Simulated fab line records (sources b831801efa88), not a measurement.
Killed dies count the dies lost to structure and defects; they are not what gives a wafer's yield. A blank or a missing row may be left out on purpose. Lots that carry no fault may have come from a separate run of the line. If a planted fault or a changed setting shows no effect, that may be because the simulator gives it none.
8D (eight disciplines) problem report, filled in by code	flow gf180mcu	the parts of the form that need people (team, actions taken, sign-off) are left out

## 1. PROBLEM STATEMENT
On 3 wafers of 1 lot, temp-c at GF_STI_WET_ETCH_26 has a mean of 30.48 C; fault-free wafers read 24.97 C, standard deviation 0.097. That puts it +57 standard deviations away from the usual mean.
The step: etches SiO2 in dHF, target depth 94 nm, time 188 s.
Seen first at day 5 19:13 on wet-bench-04, wafer L288.4. Wafers with a number at this step in the record: 15, from 5 lots. Rule for "out" (also "out of limits"): further than 4 standard deviations from the usual mean. Any other wafer with a number is counted as sound.

## 2. WHAT IT IS AND WHAT IT IS NOT
question	is	is not
which readings at this step	temp-c, bath-heat-duty-pct	-
which lots	L288	L276, L279, L294, L295
which wafers of those lots	all that have a number	-
read on which tools	wet-bench-04	wet-bench-01, wet-bench-03
when	from day 5 19:13	up to then (6 sound wafers); but 6 sound wafers of L294, L295 came after

## 3. WHAT RULES OUT EACH SUSPECT
Counting: a tool at a process step up to the reading stays a suspect if it ran every lot that is out and no sound lot after the first of them.
- rie-si-01 at GF_STI_ETCH_14 (etches Si in HBr/Cl2/O2, target depth 360 nm, time 102.9 s): ruled out as a lasting fault. After its first lot that is out, L288 (day 5 11:04), sound lots L295 ran on it.
- plasma-asher-02 at GF_STI_STRIP_15 (strips in O2/N2): ruled out as a lasting fault. After its first lot that is out, L288 (day 5 11:10), sound lots L294 ran on it.
- cmp-02 at GF_STI_CMP_25 (polishes, stops on Si3N4, t overpolish 33 s, target thk 524.6 nm): kept. It ran the lot that is out, L288 (day 5 19:02), and no sound lot after that; its last sound lot up to then is L276 (day 3 01:29).
- wet-bench-04 at GF_STI_WET_ETCH_26 (etches SiO2 in dHF, target depth 94 nm, time 188 s): ruled out as a lasting fault. After its first lot that is out, L288 (day 5 19:13), sound lots L295 ran on it.
Left after counting: cmp-02 at GF_STI_CMP_25.

## 4. THE CAUSE (what the simulator had put in)
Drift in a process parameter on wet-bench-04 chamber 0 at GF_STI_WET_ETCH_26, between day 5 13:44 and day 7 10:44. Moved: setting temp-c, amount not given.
Counting ruled it out, wrongly.

## 5. THE CHAIN OF EFFECTS, in route order
Each row: a reading whose mean over the struck wafers that have a number lies more than 3 standard deviations from the usual. Only readings whose record carries a usual standard deviation are examined. hours: median over the lots of the time between each lot's start at the first step of this table that gives one and its start at this step. sigmas: the change, counted in usual standard deviations.
hours	step	reading	usual	on struck wafers	change	sigmas
0	GF_STI_WET_ETCH_26	bath-heat-duty-pct	6.3 %	13.5	+7.2	+11
0	GF_STI_WET_ETCH_26	temp-c	24.97 C	30.48	+5.51	+57
Here are the process steps it includes:
- GF_STI_WET_ETCH_26: etches SiO2 in dHF, target depth 94 nm, time 188 s.
Later measuring or inspecting steps at which every struck wafer that the step has a row for has a number for every such reading, and none has moved that far: GF_STI_THK_MEAS_30, GF_DNWELL_TW_MEAS_09, GF_NWELL_OVL_MEAS_07, GF_NWELL_TW_MEAS_11.

## 6. WHAT WOULD HAVE CAUGHT IT SOONER
In this record the first reading out of limits was taken at day 5 19:13, 5 hours after the fault began at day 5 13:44.
